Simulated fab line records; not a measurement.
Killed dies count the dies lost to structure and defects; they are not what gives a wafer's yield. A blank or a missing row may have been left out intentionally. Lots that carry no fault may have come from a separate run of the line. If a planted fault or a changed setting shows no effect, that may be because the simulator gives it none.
Matching of chambers ; flow gf180mcu ; GF_V2_CMP_26 on cmp-01 has 4 sister chambers
The step polishes, stops on SiO2, t overpolish 15 s, target thk 0 nm. 8 wafers are shown with their chamber, then 8 later ones without.

WAFERS PAIRED WITH THEIR CHAMBERS
wafer;chamber;motorCurrentA (A);timeToEndpointS (s)
L641.2;2;10.5;88
L641.6;1;11.6;87
L651.1;1;12.3;84
L651.2;0;9.7;93
L655.2;2;11.3;87
L655.4;3;9.7;81
L655.5;0;9.7;88
L657.3;3;10.1;81

WAFERS WITHOUT THEIR CHAMBER
wafer;motorCurrentA (A);timeToEndpointS (s)
L657.5;10.1;79
L657.6;9.5;87
L658.1;10.0;82
L658.2;12.7;82
L658.6;10.1;76
L661.1;12.1;85
L661.5;10.2;83
L661.6;9.7;87

CHAMBER TAKEN BY EACH
wafer;from the rows above;in truth
L657.5;3;3
L657.6;can't be placed: 0 or 3 or 2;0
L658.1;3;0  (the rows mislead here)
L658.2;1;1
L658.6;3;3
L661.1;1;1
L661.5;can't be placed: 3 or 2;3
L661.6;can't be placed: 0 or 3 or 2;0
Placed correctly: 4 of 8. Not placeable from these rows: 3 (in 3, the candidates include the true chamber). Wrongly placed: 1.
How it was worked out, from the rows above alone: a wafer's distance from a chamber is the root of the sum, over the readings, of the square of ((its reading less the chamber's mean) divided by the reading's scatter). If the next closest chamber is less than 2 further off than the closest, the wafer can't be placed; otherwise it belongs to the closest. Each chamber's mean is taken over the wafers shown for it. The scatter is the square root of a quotient: the sum, over the shown wafers, of each reading's squared deviation from its chamber's mean, divided by wafers minus chambers.
